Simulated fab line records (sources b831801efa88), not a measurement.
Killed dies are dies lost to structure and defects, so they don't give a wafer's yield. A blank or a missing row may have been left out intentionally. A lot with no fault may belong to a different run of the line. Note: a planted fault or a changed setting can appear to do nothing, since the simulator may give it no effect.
fab line records -- flow gf180mcu
record: lots: 7, wafers: 21, lastDay: 34
route steps=602 shown SALICIDE@286 CONTACT@287
lots untouched by any fault: they come from a run of this same line in which no faults occurred
startH: the number of hours between the record's first day and the start of the first shown wafer of the lot -- waitH: how many hours have passed since the lot's step before this one -- " unchanged from the row above -- L1.1+2: one row covering several wafers at once -- - no value, or no start was given -- * or withheld: withheld -- < > ~ a bound
route shown NAME@n: names a module that has steps shown in the file, with the first one's number in the route -- usual: average and standard deviation across the fault-free wafers -- same: alike in all rows -- chamber/n: place in a boat -- sites: readings site by site -- _std_site: standard deviation of those values -- _edge_site: the outer-site mean with the inner-site mean subtracted -- radiusMm: for every site, how far away it sits from the centre of the wafer -- mask NAME#n: copy n -- behind: the most recent tool/chamber to have shaped the wafer -- hold: reason for holding the lot/hours on hold/outcome of the hold -- device: the transistor (n, p or np) that didn't switch -- end of line: the route-end tests of the same wafers -- where a step has no rows: the recipe by itself -- killed: dies that structure and defects cost at the first sort, which is not the same as the wafer's yield -- map: a wafer's dies, x killed, . not, _ none there
set.NAME: the run value of the setting; set.NAME@STEP: its run value at that earlier step -- model.NAME: the simulator's own value behind a step, which no gauge read
a table for each step, a row for each wafer; lots at some steps of the route
services: the hour from which a tool's chamber was out of use, counted from the record's first day as startH (under 0 if before that day), plus the number of hours and why
== steps ==
step: GF_SALICIDE_RTA_08
recipe: tempC: 800, timeS: 30, ambient: N2
usual: lampPowerPct: 18.4/1.9, wafer_temp_C_max: 802.9/0.58
lot.wafer,tool,chamber,startH,waitH,lampPowerPct,wafer_temp_C_max
L965.1,rtpAnneal-02,0,374.63,0.0,20.3,802.8
L965.4,rtpAnneal-02,0,374.63,0.0,20.3,803.0
L965.5,rtpAnneal-02,0,374.63,0.0,20.3,803.2
L972.2,rtpAnneal-01,0,432.95,0.0,16.4,803.1
L972.4,rtpAnneal-01,0,432.95,0.0,16.4,803.3
L972.6,rtpAnneal-01,0,432.95,0.0,16.4,802.8
L973.1,rtpAnneal-01,0,445.98,0.0,16.4,803.1
L973.2,rtpAnneal-01,0,445.98,0.0,16.4,803.1
L973.6,rtpAnneal-01,0,445.98,0.0,16.4,802.4
L974.4,rtpAnneal-01,0,455.96,0.1,16.4,802.9
L974.5,rtpAnneal-01,0,455.96,0.1,16.4,804.0
L974.6,rtpAnneal-01,0,455.96,0.1,16.5,803.2
L982.1,rtpAnneal-02,0,522.00,0.0,20.2,802.7
L982.2,rtpAnneal-02,0,522.00,0.0,20.2,803.1
L982.3,rtpAnneal-02,0,522.00,0.0,20.3,802.9
L983.2,rtpAnneal-01,0,523.59,0.0,16.4,802.5
L983.5,rtpAnneal-01,0,523.59,0.0,16.4,802.6
L983.6,rtpAnneal-01,0,523.59,0.0,16.5,801.9
L984.1,rtpAnneal-01,0,528.39,0.0,16.5,802.1
L984.2,rtpAnneal-01,0,528.39,0.0,16.4,802.4
L984.4,rtpAnneal-01,0,528.39,0.0,16.4,803.1
step: GF_CONTACT_CVD_00
recipe: material: SiO2, targetThkNm: 300, sigmaOpenFrac: 0.3, tempC: 400, timeS: 50, sih4FlowSccm: 60, pressureMtorr: 6
step: GF_CONTACT_THK_MEAS_01
recipe: reads: SiO2_of_CONTACT_CVD_00
usual: CONTACT_CVD_00_THK: 301.1/2.8
lot.wafer,tool,chamber,startH,waitH,CONTACT_CVD_00_THK[nm]
L965.1,filmMetro-01,-,374.77,0.0,303.3
L965.4,filmMetro-01,-,374.77,0.0,304.6
L965.5,filmMetro-01,-,374.77,0.0,302.6
L972.2,filmMetro-01,-,433.08,0.0,301.0
L972.4,filmMetro-01,-,433.08,0.0,302.6
L972.6,filmMetro-01,-,433.08,0.0,303.2
L973.1,filmMetro-04,-,446.13,0.0,299.3
L973.2,filmMetro-04,-,446.13,0.0,301.4
L973.6,filmMetro-04,-,446.13,0.0,300.5
L974.4,filmMetro-04,-,456.09,0.0,303.4
L974.5,filmMetro-04,-,456.09,0.0,301.7
L974.6,filmMetro-04,-,456.09,0.0,302.1
L982.1,filmMetro-04,-,522.14,0.0,303.9
L982.2,filmMetro-04,-,522.14,0.0,299.8
L982.3,filmMetro-04,-,522.14,0.0,303.2
L983.2,filmMetro-04,-,523.72,0.0,298.6
L983.5,filmMetro-04,-,523.72,0.0,301.6
L983.6,filmMetro-04,-,523.72,0.0,299.4
L984.1,filmMetro-01,-,528.54,0.0,303.0
L984.2,filmMetro-01,-,528.54,0.0,306.3
L984.4,filmMetro-01,-,528.54,0.0,305.1
step: GF_CONTACT_CVD_02
recipe: material: SiO2, targetThkNm: 860, precursor: TEOS, tempC: 400, timeS: 95.992, rfW: 600
usual: heaterPowerW: 705/76, rfFwdPowerW: 595.7/2.3
lot.wafer,tool,chamber,startH,waitH,heaterPowerW,rfFwdPowerW
L965.1,pecvd-01,1,374.83,0.1,590,593.8
L965.4,pecvd-01,0,374.83,0.1,854,591.8
L965.5,pecvd-01,1,374.83,0.1,625,595.4
L972.2,pecvd-03,1,433.13,0.0,650,594.5
L972.4,pecvd-03,1,433.13,0.0,688,595.1
L972.6,pecvd-03,0,433.13,0.0,689,595.4
L973.1,pecvd-01,0,446.19,0.1,683,594.8
L973.2,pecvd-01,2,446.19,0.1,614,598.1
L973.6,pecvd-01,2,446.19,0.1,656,594.0
L974.4,pecvd-02,1,456.15,0.1,744,593.8
L974.5,pecvd-02,2,456.15,0.1,605,594.0
L974.6,pecvd-02,1,456.15,0.1,788,595.1
L982.1,pecvd-01,1,522.20,0.1,635,596.8
L982.2,pecvd-01,0,522.20,0.1,758,597.6
L982.3,pecvd-01,2,522.20,0.1,695,594.6
L983.2,pecvd-03,2,523.77,0.0,733,599.6
L983.5,pecvd-03,0,523.77,0.0,669,589.4
L983.6,pecvd-03,1,523.77,0.0,672,594.0
L984.1,pecvd-02,2,528.60,0.1,625,592.7
L984.2,pecvd-02,1,528.60,0.1,748,595.5
L984.4,pecvd-02,1,528.60,0.1,804,597.8
step: GF_CONTACT_THK_MEAS_03
recipe: reads: SiO2_of_CONTACT_CVD_02
usual: CONTACT_CVD_02_THK: 858/11
lot.wafer,tool,chamber,startH,waitH,CONTACT_CVD_02_THK[nm]
L965.1,filmMetro-04,-,374.90,0.0,840
L965.4,filmMetro-04,-,374.90,0.0,871
L965.5,filmMetro-04,-,374.90,0.0,865
L972.2,filmMetro-02,-,433.21,0.0,841
L972.4,filmMetro-02,-,433.21,0.0,853
L972.6,filmMetro-02,-,433.21,0.0,858
L973.1,filmMetro-02,-,446.26,0.0,861
L973.2,filmMetro-02,-,446.26,0.0,863
L973.6,filmMetro-02,-,446.26,0.0,866
L974.4,filmMetro-02,-,456.25,0.1,867
L974.5,filmMetro-02,-,456.25,0.1,861
L974.6,filmMetro-02,-,456.25,0.1,869
L982.1,filmMetro-01,-,522.27,0.0,844
L982.2,filmMetro-01,-,522.27,0.0,836
L982.3,filmMetro-01,-,522.27,0.0,848
L983.2,filmMetro-04,-,523.85,0.0,842
L983.5,filmMetro-04,-,523.85,0.0,854
L983.6,filmMetro-04,-,523.85,0.0,857
L984.1,filmMetro-04,-,528.67,0.0,852
L984.2,filmMetro-04,-,528.67,0.0,851
L984.4,filmMetro-04,-,528.67,0.0,872
step: GF_CONTACT_CMP_04
recipe: material: SiO2, downForcePsi: 4, platenRpm: 60, padVelocityMS: 0.94248
usual: edgeZonePressureFrac: 1.000/0.0048, motorCurrentA: 11.5/1.1, slurryFlowMlMin: 150.0/0.51, timeToEndpointS: 111/5.4
lot.wafer,tool,chamber,startH,waitH,edgeZonePressureFrac,motorCurrentA,slurryFlowMlMin,timeToEndpointS
L965.4,cmp-01,1,375.06,0.1,1.010,11.1,149.4,118
L965.1,cmp-01,2,375.06,0.1,0.990,10.6,149.3,104
L965.5,cmp-01,0,375.06,0.1,0.998,10.5,149.8,118
L972.4,cmp-01,2,433.31,0.1,1.003,9.6,149.6,110
L972.2,cmp-01,3,433.31,0.1,0.994,12.2,150.0,105
L972.6,cmp-01,1,433.31,0.1,0.999,11.4,149.7,114
L973.1,cmp-01,1,446.32,0.1,0.997,11.8,149.6,110
L973.2,cmp-01,3,446.32,0.1,0.997,12.2,149.2,110
L973.6,cmp-01,2,446.32,0.1,1.004,10.3,150.2,113
L974.4,cmp-02,0,456.43,0.2,1.005,12.1,150.5,116
L974.6,cmp-02,1,456.43,0.2,0.995,14.3,150.7,115
L974.5,cmp-02,2,456.43,0.2,0.996,11.7,150.7,112
L982.2,cmp-01,0,522.33,0.0,1.003,10.9,149.9,106
L982.3,cmp-01,1,522.33,0.0,1.004,11.4,150.2,111
L982.1,cmp-01,3,522.33,0.0,1.001,11.7,149.7,102
L983.2,cmp-01,0,524.00,0.1,1.002,10.7,150.4,103
L983.5,cmp-01,2,524.00,0.1,0.998,10.5,150.2,105
L983.6,cmp-01,3,524.00,0.1,0.998,11.3,149.6,104
L984.4,cmp-01,1,528.78,0.1,0.999,12.0,149.7,117
L984.1,cmp-01,2,528.78,0.1,0.993,11.0,150.0,102
L984.2,cmp-01,3,528.78,0.1,0.999,11.6,150.0,106
step: GF_CONTACT_BOW_MEAS_05
recipe: mode: bow
usual: CONTACT_BOW: 66/6.6
lot.wafer,tool,chamber,startH,waitH,CONTACT_BOW[um]
L965.1,filmMetro-01,-,375.26,0.1,63
L965.4,filmMetro-01,-,375.26,0.1,59
L965.5,filmMetro-01,-,375.26,0.1,65
L972.2,filmMetro-01,-,433.58,0.2,76
L972.4,filmMetro-01,-,433.58,0.2,79
L972.6,filmMetro-01,-,433.58,0.2,71
L973.1,filmMetro-02,-,446.62,0.2,63
L973.2,filmMetro-02,-,446.62,0.2,58
L973.6,filmMetro-02,-,446.62,0.2,66
L974.4,filmMetro-01,-,456.64,0.2,70
L974.5,filmMetro-01,-,456.64,0.2,59
L974.6,filmMetro-01,-,456.64,0.2,63
L982.1,filmMetro-02,-,522.63,0.1,67
L982.2,filmMetro-02,-,522.63,0.1,73
L982.3,filmMetro-02,-,522.63,0.1,77
L983.2,filmMetro-02,-,524.22,0.2,71
L983.5,filmMetro-02,-,524.22,0.2,59
L983.6,filmMetro-02,-,524.22,0.2,69
L984.1,filmMetro-04,-,529.03,0.1,69
L984.2,filmMetro-04,-,529.03,0.1,59
L984.4,filmMetro-04,-,529.03,0.1,57
step: GF_CONTACT_DEHYDRATE_06
recipe: tempC: 200, timeS: 60
step: GF_CONTACT_HMDS_07
recipe: primeTimeS: 60, primeTempC: 120
step: GF_CONTACT_COAT_08
recipe: resist: BARC, tempC: withheld, timeS: withheld, spinRpm: withheld, resistThkNm: withheld
step: GF_CONTACT_COAT_09
recipe: resist: KrF, spinRpm: withheld, resistThkNm: 1000
step: GF_CONTACT_SOFTBAKE_10
recipe: tempC: 130, timeS: 60, resist: KrF
step: GF_CONTACT_EXPOSE_11
recipe: maskId: Contact, targetCdNm: 220, na: 0.68, sourceShape: conventional, sigmaOuter: 0.6, doseMj: 38
usual: exposureDoseMJCm2: 38.00/0.037, focusOffsetNm: 0.1/0.5
lot.wafer,tool,chamber,startH,waitH,mask,exposureDoseMJCm2,focusOffsetNm
L965.1,krfScanner-02,0,386.79,-,Contact#0,38.01,0.6
L965.4,krfScanner-02,0,386.79,-,Contact#0,38.02,-0.4
L965.5,krfScanner-02,0,386.79,-,Contact#0,37.96,0.9
L972.2,krfScanner-01,-,445.95,-,Contact#0,-,-
L972.4,krfScanner-01,-,445.95,-,Contact#0,-,-
L972.6,krfScanner-01,-,445.95,-,Contact#0,-,-
L973.1,krfScanner-02,-,458.91,-,Contact#0,-,-
L973.2,krfScanner-02,-,458.91,-,Contact#0,-,-
L973.6,krfScanner-02,-,458.91,-,Contact#0,-,-
L974.4,krfScanner-02,-,468.42,-,Contact#0,-,-
L974.5,krfScanner-02,-,468.42,-,Contact#0,-,-
L974.6,krfScanner-02,-,468.42,-,Contact#0,-,-
L982.1,krfScanner-01,0,534.11,-,Contact#0,38.02,-0.2
L982.2,krfScanner-01,0,534.11,-,Contact#0,37.98,0.0
L982.3,krfScanner-01,0,534.11,-,Contact#0,38.03,0.2
L983.2,krfScanner-01,0,535.85,-,Contact#0,38.09,0.9
L983.5,krfScanner-01,0,535.85,-,Contact#0,38.02,0.9
L983.6,krfScanner-01,0,535.85,-,Contact#0,38.06,1.3
L984.1,krfScanner-01,0,540.98,-,Contact#0,37.92,-0.2
L984.2,krfScanner-01,0,540.98,-,Contact#0,37.93,0.4
L984.4,krfScanner-01,0,540.98,-,Contact#0,37.97,-0.5
step: GF_CONTACT_PEB_12
recipe: pebTempC: 135, pebTimeS: 90, resist: KrF
== services ==
tool,chamber,startH,hours,kind
pecvd-01,-,356.63,0.9,repair
krfScanner-01,-,356.89,4.0,pm
cmp-02,-,359.44,1.8,repair
krfScanner-02,-,360.91,1.0,pm
pecvd-02,0,362.61,6.1,repair
krfScanner-01,-,368.13,4.4,pm
pecvd-01,-,370.66,0.9,repair
cmp-01,-,396.74,0.3,repair
krfScanner-01,-,399.95,1.3,pm
cmp-01,-,404.28,4.0,pm
pecvd-01,-,410.48,4.3,pm
krfScanner-02,-,411.91,1.3,pm
pecvd-01,2,414.98,5.0,repair
krfScanner-01,-,424.88,1.0,pm
krfScanner-01,-,426.93,9.2,repair
pecvd-03,2,452.11,8.4,repair
pecvd-02,0,455.68,2.0,repair
pecvd-01,2,493.21,26.9,repair
krfScanner-02,-,500.82,0.8,pm
krfScanner-01,-,506.30,0.8,pm
pecvd-02,1,507.57,4.5,repair
rtpAnneal-01,-,509.89,0.6,pm
krfScanner-02,-,512.74,4.4,pm
krfScanner-02,-,527.38,1.0,pm
== key ==
firstSign: step: GF_CONTACT_EXPOSE_11, reading: toolRecord, direction: missing
effect none on later readings
metAt GF_CONTACT_EXPOSE_11
struckWafers L972.2,L972.4,L972.6,L973.1,L973.2,L973.6,L974.4,L974.5,L974.6
laterRowsLeftOut L972.2,L972.4,L972.6,L973.1,L973.2,L973.6,L974.4,L974.5,L974.6
sortLeftOut L972.2,L972.4,L972.6,L973.1,L973.2,L973.6,L974.4,L974.5,L974.6
testerLeftOut L972,L973,L974
onsetBetween 386.79 445.95
fault: kind: skippedStepWhole, tool: krfScanner-01,krfScanner-02, chamber: -, onsetH: 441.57, steps: GF_CONTACT_EXPOSE_11, scope: struckLotsOnly
testerLeftOut: of these lots the tester's yield and bins aren't shown, on N5 and GAA mostly nor the transistor test; their killed dies are dies lost to structure and defects alone, not to doping, threshold or leakage, so they don't give the yield
sortLeftOut: the simulated sort isn't trusted on such a fault, so these wafers' sort isn't shown, and their yield isn't known
laterRowsLeftOut: the simulator's readings of these wafers behind a module that went badly wrong aren't trusted and aren't shown, but for the sort
